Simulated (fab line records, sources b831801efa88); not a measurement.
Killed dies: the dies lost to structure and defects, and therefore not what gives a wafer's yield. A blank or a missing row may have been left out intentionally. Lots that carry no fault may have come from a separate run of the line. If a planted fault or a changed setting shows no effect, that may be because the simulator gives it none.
Shared-tool check    flow sky130    36 wafers sampled across 12 lots

## REASON IT WAS OPENED
SKY_SD_N_RS_MEAS_16, reading SD_N_RS: flagged on 2 of 12 lots. Wafers without a fault read 68.54 ohm/sq, standard deviation 0.13.
Rule: a lot is flagged in two cases, either no wafer of it has a number, or all its wafers with numbers fall more than 4 standard deviations from that mean. The other lots count as sound.

lot   measured      on            SD_N_RS (ohm/sq), wafer by wafer  flag
L371  day 28 05:07  filmMetro-03  68.68 68.53 68.54                 
L373  day 28 21:39  filmMetro-02  68.50 68.33 68.39                 
L374  day 29 14:25  filmMetro-02  68.54 68.64 68.69                 
L376  day 30 06:15  filmMetro-01  72.66 72.63 72.63                 FLAGGED
L378  day 31 04:50  filmMetro-01  72.37 72.44 72.35                 FLAGGED
L383  day 32 19:51  filmMetro-03  68.60 68.60 68.58                 
L387  day 33 15:39  filmMetro-02  68.64 68.36 68.53                 
L388  day 34 06:01  filmMetro-01  68.34 68.48 68.45                 
L390  day 34 15:34  filmMetro-02  68.47 68.54 68.58                 
L392  day 35 06:23  filmMetro-02  68.45 68.70 68.56                 
L393  day 35 15:46  filmMetro-03  68.78 68.90 68.71                 
L394  day 35 20:35  filmMetro-02  68.60 68.50 68.46                 
The numbers of the flagged lots are 72.51 ohm/sq on average: +3.97 ohm/sq against the usual, or +31 standard deviations.

## TOOL THAT RAN EACH LOT
The record keeps 1 process step preceding the reading, out of 708 steps on the route. In each cell: the tool, then ch and the chambers that the sampled wafers went through, then the start.
lot   flag     SKY_SD_N_RTA_14
L371           rtpAnneal-02 ch 0, day 28 04:56
L373           rtpAnneal-02 ch 0, day 28 21:29
L374           rtpAnneal-01 ch 0, day 29 14:14
L376  FLAGGED  rtpAnneal-01 ch 0, day 30 06:05
L378  FLAGGED  rtpAnneal-01 ch 0, day 31 04:40
L383           rtpAnneal-02 ch 0, day 32 19:41
L387           rtpAnneal-02 ch 0, day 33 15:29
L388           rtpAnneal-01 ch 0, day 34 05:50
L390           rtpAnneal-01 ch 0, day 34 15:22
L392           rtpAnneal-01 ch 0, day 35 06:11
L393           rtpAnneal-02 ch 0, day 35 15:35
L394           rtpAnneal-01 ch 0, day 35 20:25
What these steps do:
- SKY_SD_N_RTA_14: time 2 s.
- SKY_SD_N_RS_MEAS_16: measures by four-point-probe.

## FLAGGED AGAINST TOTAL, ONE TOOL AT A TIME (gauges that did the reading follow at the end)
step                 tool          lots run  flagged  share of the flagged lots  sound lots run after its first flagged lot
SKY_SD_N_RTA_14      rtpAnneal-01  7         2        all                        4 (L388,L390,L392,L394)
SKY_SD_N_RTA_14      rtpAnneal-02  5         0        none                       -
SKY_SD_N_RS_MEAS_16  filmMetro-01  3         2        all                        1 (L388)
SKY_SD_N_RS_MEAS_16  filmMetro-02  6         0        none                       -
SKY_SD_N_RS_MEAS_16  filmMetro-03  3         0        none                       -

## WHAT THE TABLE PERMITS
Rows of the table that ran all the flagged lots, 2 in number: rtpAnneal-01 at SKY_SD_N_RTA_14; filmMetro-01 at SKY_SD_N_RS_MEAS_16.
- rtpAnneal-01 at SKY_SD_N_RTA_14 ran 7 lots, 2 of them flagged. After the first flagged lot (L388, L390, L392, L394), sound lots still ran on it; a lasting fault on the whole tool would not permit that. Its own readings (lampPowerPct) fall more than 4 standard deviations out on all wafers of the flagged lots.
- filmMetro-01 at SKY_SD_N_RS_MEAS_16 ran 3 lots, 2 of them flagged. After the first flagged lot (L388), sound lots still ran on it; a lasting fault on the whole tool would not permit that.
Every row of the table either missed a flagged lot or ran a sound lot after the first.

## WHAT WAS PUT IN BY THE SIMULATOR
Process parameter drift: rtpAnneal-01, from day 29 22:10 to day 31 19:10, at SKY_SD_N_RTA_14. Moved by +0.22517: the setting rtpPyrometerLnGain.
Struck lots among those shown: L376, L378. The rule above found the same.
